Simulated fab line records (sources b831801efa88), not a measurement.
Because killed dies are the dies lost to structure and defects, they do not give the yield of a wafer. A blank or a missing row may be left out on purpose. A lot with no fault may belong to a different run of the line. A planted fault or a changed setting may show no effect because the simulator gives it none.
Chamber matching :: flow sky130 :: SKY_VIA2_ETCH_14 on rie diel-01 has 4 sister chambers
The step etches BARC in N2/H2, stops on SiO2, time 45.9 s, target depth 60 nm. 7 wafers are shown with their chamber, then 7 later ones without.

== WAFERS PAIRED WITH THEIR CHAMBERS ==
wafer: L075.1
chamber: 2
drypump motor current A (A): 6.0
throttle valve pct (%): 13.205

wafer: L079.5
chamber: 2
drypump motor current A (A): 5.9
throttle valve pct (%): 13.221

wafer: L081.1
chamber: 1
drypump motor current A (A): 5.4
throttle valve pct (%): 13.242

wafer: L081.2
chamber: 3
drypump motor current A (A): 5.8
throttle valve pct (%): 13.226

wafer: L081.5
chamber: 0
drypump motor current A (A): 5.6
throttle valve pct (%): 13.228

wafer: L087.1
chamber: 0
drypump motor current A (A): 5.7
throttle valve pct (%): 13.221

wafer: L087.2
chamber: 3
drypump motor current A (A): 5.8
throttle valve pct (%): 13.229

== WAFERS WITH NO CHAMBER GIVEN ==
wafer: L087.3
drypump motor current A (A): 5.4
throttle valve pct (%): 13.209

wafer: L093.2
drypump motor current A (A): 5.4
throttle valve pct (%): 13.216

wafer: L093.4
drypump motor current A (A): 6.0
throttle valve pct (%): 13.235

wafer: L093.5
drypump motor current A (A): 5.4
throttle valve pct (%): 13.232

wafer: L096.1
drypump motor current A (A): 5.8
throttle valve pct (%): 13.225

wafer: L096.2
drypump motor current A (A): 5.4
throttle valve pct (%): 13.230

wafer: L096.4
drypump motor current A (A): 6.0
throttle valve pct (%): 13.231

== WHICH CHAMBER EACH ONE RAN IN ==
wafer: L087.3
from the rows above: can't be placed: 1 or 0
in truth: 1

wafer: L093.2
from the rows above: can't be placed: 1 or 0
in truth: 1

wafer: L093.4
from the rows above: can't be placed: 2 or 3
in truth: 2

wafer: L093.5
from the rows above: 1
in truth: 1

wafer: L096.1
from the rows above: 3
in truth: 3

wafer: L096.2
from the rows above: 1
in truth: 1

wafer: L096.4
from the rows above: can't be placed: 2 or 3
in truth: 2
Correctly placed: 3 of 7. Not placeable from these rows: 4 (in 4, the candidates include the true chamber). Number placed wrongly: 0.
How it was worked out, from the rows above alone: a wafer's distance from a chamber is the root of the sum, over the readings, of the square of ((its reading less the chamber's mean) divided by the reading's scatter). If the next closest chamber is less than 2 further off than the closest, the wafer can't be placed; otherwise it belongs to the closest. For every chamber, the mean is computed from those of its wafers that are shown. The scatter: the root of (the sum of the squares of (reading less its chamber's mean) over the shown wafers, divided by (wafers less chambers)).
